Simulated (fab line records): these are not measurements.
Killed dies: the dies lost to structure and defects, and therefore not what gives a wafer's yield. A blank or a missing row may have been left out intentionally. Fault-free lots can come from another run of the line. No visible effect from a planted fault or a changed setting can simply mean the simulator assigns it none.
Problem report, 8D (eight disciplines) form, completed by code | flow sky130 | the parts of the form that need people (team, actions taken, sign-off) are left out

== 1. WHAT IS WRONG ==
Across 4 wafers from 3 lots, CAPM_TIN_RS at SKY_CAPM_RS_MEAS_03 averages 5.52 ohm/sq, while fault-free wafers read 6.91 ohm/sq with a standard deviation of 0.098. That puts it -14 standard deviations away from the usual mean.
The step: measures by four-point-probe.
The first sign was on wafer L981.2 at day 39 01:26, on film-metro-02. At this step, 27 wafers from 10 lots have a number in the record. The rule behind "out" and "out of limits": a value lying over 4 standard deviations away from the usual mean. All remaining wafers that have a number are taken as sound.

== 2. WHAT IT IS, WHAT IT ISN'T ==
question                    | is                             | is not
which readings at this step | CAPM_TIN_RS                    | -
which lots                  | L979, L981, L982               | L972, L975, L987, L988, L989, L993, L994
which wafers of those lots  | L979.2, L981.2, L981.6, L982.2 | L979.4, L982.3
read on which gauges        | film-metro-02, film-metro-03   | film-metro-01
when                        | from day 39 01:26              | up to then (6 sound wafers); but 17 sound wafers of L979, L982, L987, L988, L989, L993, L994 came after

== 3. WHAT RULES OUT EACH SUSPECT ==
Counting: any tool at a process step up to the reading remains a suspect provided it ran every lot that is out. Sound lots after the first of them don't rule it out here, since some wafers of a struck lot are sound.
- the gauge at SKY_CAPM_RS_MEAS_03 is ruled out. The wafers that are out were read on 2 gauges (film-metro-02, film-metro-03).
- pvd-sputter-04 at SKY_CAPM_SPUTTER_02 (material TiN, target thk 200 nm, time 166.7 s): kept. It ran every lot that is out, first L981 (day 39 01:18); its last sound lot up to then is L972 (day 38 01:49).
The count leaves pvd-sputter-04 at SKY_CAPM_SPUTTER_02.

== 4. THE CAUSE (what the simulator had put in) ==
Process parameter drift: pvd-sputter-04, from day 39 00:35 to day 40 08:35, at SKY_CAPM_SPUTTER_02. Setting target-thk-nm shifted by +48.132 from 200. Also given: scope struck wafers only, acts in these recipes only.
This tool alone remained once counting was done.

== 5. THE CHAIN OF EFFECTS, in route order ==
Each row: a reading where the mean over the struck wafers with a number is more than 3 standard deviations away from the usual. Scope: only readings with a usual standard deviation given in the record; hours: median across lots of the time from each lot's start at the first step in this table that gives one to its start at this step; sigmas: change in usual standard deviations.
hours | step                   | reading              | usual       | on struck wafers | change | sigmas
0     | SKY_CAPM_RS_MEAS_03    | CAPM_TIN_RS          | 6.91 ohm/sq | 5.52             | -1.39  | -14
5     | SKY_CAPM_THK_MEAS_04   | CAPM_TIN_THK         | 198.9 nm    | 248.0            | +49.1  | +17
25    | SKY_CAPM_METAL_ETCH_13 | oes-product-au       | 0.942 a.u.  | 1.003            | +0.061 | +7.2
25    | SKY_CAPM_METAL_ETCH_13 | throttle-valve-pct   | 21.902 %    | 21.862           | -0.040 | -3.6
225   | SKY_PAD_OPEN_PROBE_99  | defect-limited-yield | 82.5 %      | 0.0              | -82.5  | -46
225   | SKY_PAD_OPEN_PROBE_99  | killed-at-other      | 0.4         | 408.5            | +408.1 | +99 or more
225   | SKY_PAD_OPEN_PROBE_99  | killed-dies          | 86          | 492              | +406   | +45
225   | SKY_PAD_OPEN_PROBE_99  | killed-on-rim        | 17          | 96               | +79    | +21
225   | SKY_PAD_OPEN_PROBE_99  | sort_bin_3_pad_short | 0.8 %       | 83.9             | +83.1  | +99 or more
225   | SKY_PAD_OPEN_PROBE_99  | sort-n-pass          | 406         | 0                | -406   | -45
225   | SKY_PAD_OPEN_PROBE_99  | sort-yield-pct       | 82.5 %      | 0.0              | -82.5  | -46
The process steps in it:
- SKY_CAPM_METAL_ETCH_13: etches TiN in Cl2/BCl3, stops on SiO2, target depth 220 nm, time 62.9 s.
- SKY_PAD_OPEN_PROBE_99
Later steps that measure or inspect, where all struck wafers having a row at the step show a number for every such reading and not one has moved that far: SKY_CAPM_OVL_MEAS_12.

== 6. WHAT WOULD HAVE CAUGHT IT SOONER ==
In this record the first reading out of limits at a measuring or inspecting step was taken at day 39 01:26, 1 hour after the fault began at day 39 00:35.
Tool readings at SKY_CAPM_SPUTTER_02 with a usual standard deviation given in the record: none out on any struck wafer, hence no alarm at a limit of 4 standard deviations on them.
Among the 3 lots that are out, L979, L982 began SKY_CAPM_SPUTTER_02 on pvd-sputter-04 after day 39 01:26. A hold on the tool at that time would have spared those 2.
